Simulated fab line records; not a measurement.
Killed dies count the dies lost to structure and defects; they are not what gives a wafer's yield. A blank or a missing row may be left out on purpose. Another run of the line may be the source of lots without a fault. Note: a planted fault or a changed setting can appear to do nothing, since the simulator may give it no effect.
What tool caused it?	flow sky130	33 wafers from 11 lots sampled at 4 of the route's 708 steps

## WHAT THE GAUGES SHOWED, per wafer
SKY_LI_CONTACT_RS_MEAS_22: uses a four-point probe to measure. Usual: LI_CONTACT_W_RS gives 0.266 ohm/sq (standard deviation 0.0035).
lot	measured	on	LI_CONTACT_W_RS (ohm/sq)	flag
L524	day 29 13:20	film_metro-02	0.266 0.268 0.271	
L525	day 30 09:50	film_metro-01	0.262 0.259 0.260	
L527	day 30 12:13	film_metro-03	0.267 0.263 0.270	
L529	day 32 04:34	film_metro-02	0.262 0.264 0.262	
L531	day 32 06:47	film_metro-01	0.261 0.263 0.261	
L533	day 32 14:38	film_metro-01	0.270 0.260 0.268	
L536	day 34 10:05	film_metro-01	0.262 0.262 0.262	
L537	day 34 14:05	film_metro-02	0.271 0.266 0.265	
L541	day 34 21:13	film_metro-02	0.267 0.260 0.261	
L543	day 35 20:48	film_metro-01	0.266 0.269 0.265	
L544	day 35 23:01	film_metro-01	0.268 0.263 0.269	

SKY_CONTACT_THK_MEAS_01. Usual: CONTACT_CVD_00_THK gives 74.8 nm (standard deviation 0.9).
lot	measured	on	CONTACT_CVD_00_THK (nm)	flag
L524	day 30 19:12	film_metro-04	73.6 75.2 74.4	
L525	day 31 14:48	film_metro-04	74.9 75.6 74.9	
L527	day 31 18:07	film_metro-02	74.4 75.2 75.6	
L529	day 33 09:40	film_metro-04	75.2 76.3 77.4	
L531	day 33 11:26	film_metro-04	75.2 74.1 75.7	
L533	day 33 19:19	film_metro-02	73.8 75.7 76.3	
L536	day 35 14:15	film_metro-03	74.7 74.9 75.6	
L537	day 35 17:50	film_metro-04	74.4 35.5 74.7	OFF
L541	day 36 02:00	film_metro-03	75.5 76.0 76.2	
L543	day 37 01:19	film_metro-04	75.1 73.9 75.3	
L544	day 37 02:28	film_metro-02	74.2 75.6 75.5	

## TOOL THAT RAN EACH LOT (tool first, then ch and the chambers of the sampled wafers, then the start)
lot	SKY_LI_CONTACT_ETCH_14	SKY_CONTACT_CVD_00
L524	rie_diel-01 ch 0,2, day 29 12:39	pecvd-02 ch 1, day 30 19:06
L525	rie_diel-04 ch 2,3, day 30 09:05	pecvd-01 ch 1,2, day 31 14:45
L527	rie_diel-03 ch 1,2, day 30 11:30	pecvd-02 ch 1,2, day 31 18:05
L529	rie_diel-04 ch 0,1,2, day 32 03:53	pecvd-02 ch 0,1, day 33 09:38
L531	rie_diel-04 ch 0,1,3, day 32 06:04	pecvd-04 ch 0,1,2, day 33 11:23
L533	rie_diel-01 ch 0,1, day 32 13:53	pecvd-02 ch 0,1,2, day 33 19:16
L536	rie_diel-03 ch 0,1,2, day 34 09:22	pecvd-02 ch 1, day 35 14:12
L537	rie_diel-03 ch 0,3, day 34 13:24	pecvd-02 ch 0,2, day 35 17:47
L541	rie_diel-01 ch 0,3, day 34 20:28	pecvd-01 ch 0,1,2, day 36 01:57
L543	rie_diel-04 ch 1,2,3, day 35 20:06	pecvd-01 ch 0,2, day 37 01:17
L544	rie_diel-01 ch 0,1,2, day 35 22:17	pecvd-04 ch 1,2, day 37 02:25
- SKY_LI_CONTACT_ETCH_14: etches BARC in N2/H2, stops on SiO2, time 45.9 s, target depth 60 nm.
- SKY_CONTACT_CVD_00: deposits Si3N4, target thk 75 nm.

## WHAT THE TOOLS THEMSELVES READ (means of the sampled wafers that have a number; where no wafer has one, the mark that the record gives instead)
SKY_LI_CONTACT_ETCH_14. Usual: drypump_motor_current_A 5.95 A, standard deviation 0.26; oes_product_au 0.855 a.u., standard deviation 0.0043; throttle_valve_pct 13.224 %, standard deviation 0.0089.
lot	tool	drypump_motor_current_A (A)	oes_product_au (a.u.)	throttle_valve_pct (%)	flag
L524	rie_diel-01	6.17	0.858	13.229	
L525	rie_diel-04	5.75	0.853	13.225	
L527	rie_diel-03	5.79	0.858	13.228	
L529	rie_diel-04	5.94	0.855	13.232	
L531	rie_diel-04	5.84	0.856	13.219	
L533	rie_diel-01	6.03	0.852	13.231	
L536	rie_diel-03	5.70	0.854	13.224	
L537	rie_diel-03	5.75	0.855	13.226	
L541	rie_diel-01	6.06	0.855	13.222	
L543	rie_diel-04	5.67	0.850	13.226	
L544	rie_diel-01	6.15	0.856	13.228	

SKY_CONTACT_CVD_00. Usual: heater_power_w reads 741 W (standard deviation 120).
lot	tool	heater_power_w (W)	flag
L524	pecvd-02	767	
L525	pecvd-01	690	
L527	pecvd-02	767	
L529	pecvd-02	698	
L531	pecvd-04	717	
L533	pecvd-02	740	
L536	pecvd-02	756	
L537	pecvd-02	789	
L541	pecvd-01	803	
L543	pecvd-01	929	
L544	pecvd-04	664	

## THE ANSWER, worked out from the rows above alone
Rule: lot off if the mean of its wafers having a number is beyond 3 standard deviations from the usual mean. A lot without any number at a reading at which 4 lots or more have one is off too. Any other lot the step has rows for is counted as sound. After the gauges, taken in route order, come the tools' own readings; for these a lot's mean is taken, as printed above. The first step at which some lot is off is used, and at that step the reading that is off furthest; a lot without a number counts as furthest.
Off: L537, seen at SKY_CONTACT_THK_MEAS_01 (CONTACT_CVD_00_THK).
A tool fits if, at a process step before that reading, it ran every lot that is off, and no sound lot after the first of them. The gauges at SKY_CONTACT_THK_MEAS_01 are tried like those tools. This does not decide it: 2 tools fit, namely rie_diel-03 at SKY_LI_CONTACT_ETCH_14 and pecvd-02 at SKY_CONTACT_CVD_00.

## WHAT THE SIMULATOR HAD INSERTED
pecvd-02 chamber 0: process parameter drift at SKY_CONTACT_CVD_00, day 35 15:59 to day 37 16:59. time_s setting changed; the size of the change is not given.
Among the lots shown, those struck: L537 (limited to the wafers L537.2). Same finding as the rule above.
